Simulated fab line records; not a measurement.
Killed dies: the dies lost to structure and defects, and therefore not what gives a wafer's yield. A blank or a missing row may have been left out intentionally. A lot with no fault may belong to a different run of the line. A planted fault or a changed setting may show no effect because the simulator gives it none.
Matching of chambers -- flow gf180mcu -- GF_V2_ETCH_16 on rie_diel-02: 4 sister chambers
The step etches BARC in N2/H2. 16 wafers are shown with their chamber, then 8 later ones without.

== EACH WAFER AND ITS CHAMBER ==
wafer,chamber,drypump_motor_current_A (A),oes_product_au (a.u.),throttle_valve_pct (%)
L074.1,0,5.9,0.851,13.230
L074.2,3,4.8,0.859,13.218
L074.6,2,5.3,0.854,13.224
L077.2,0,6.0,0.842,13.229
L077.5,1,6.2,0.854,13.228
L077.6,2,5.3,0.856,13.229
L085.2,0,5.9,0.852,13.237
L085.3,3,4.8,0.856,13.243
L085.6,0,6.0,0.855,13.235
L090.2,0,6.0,0.857,13.211
L090.5,1,6.1,0.855,13.213
L090.6,0,6.0,0.860,13.222
L091.1,3,4.8,0.858,13.235
L091.2,0,5.9,0.845,13.236
L091.3,1,6.1,0.850,13.218
L092.2,1,6.1,0.853,13.213

SIGNATURES, as means of the wafers listed above
reading,chamber 0,chamber 1,chamber 2,chamber 3,scatter within a chamber
drypump_motor_current_A,5.957,6.125,5.300,4.800,0.0453
oes_product_au,0.85171,0.85300,0.85500,0.85767,0.00473
throttle_valve_pct,13.22857,13.21800,13.22650,13.23200,0.00918
Rule: distance of a wafer from a chamber = root of the sum over the readings of ((wafer's reading minus chamber's mean) / reading's scatter) squared. If the next closest chamber is less than 2 further off than the closest, the wafer can't be placed; otherwise it belongs to the closest. The scatter: the root of (the sum of the squares of (reading less its chamber's mean) over the shown wafers, divided by (wafers less chambers)).

== WAFERS WITHOUT THEIR CHAMBER ==
wafer,drypump_motor_current_A (A),oes_product_au (a.u.),throttle_valve_pct (%)
L092.5,4.8,0.859,13.223
L092.6,6.0,0.848,13.223
L095.1,4.8,0.849,13.206
L095.5,6.1,0.855,13.225
L095.6,5.3,0.854,13.207
L096.2,4.8,0.860,13.200
L096.3,6.2,0.857,13.222
L096.5,4.8,0.860,13.222

== CHAMBER TAKEN BY EACH ==
wafer,from the rows above,in truth
L092.5,3,3
L092.6,can't be placed: 0 or 1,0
L095.1,3,3
L095.5,1,1
L095.6,2,2
L096.2,3,3
L096.3,1,1
L096.5,3,3
7 of 8 placed correctly. Not placeable from these rows: 1 (in 1, the candidates include the true chamber). Number placed wrongly: 0.
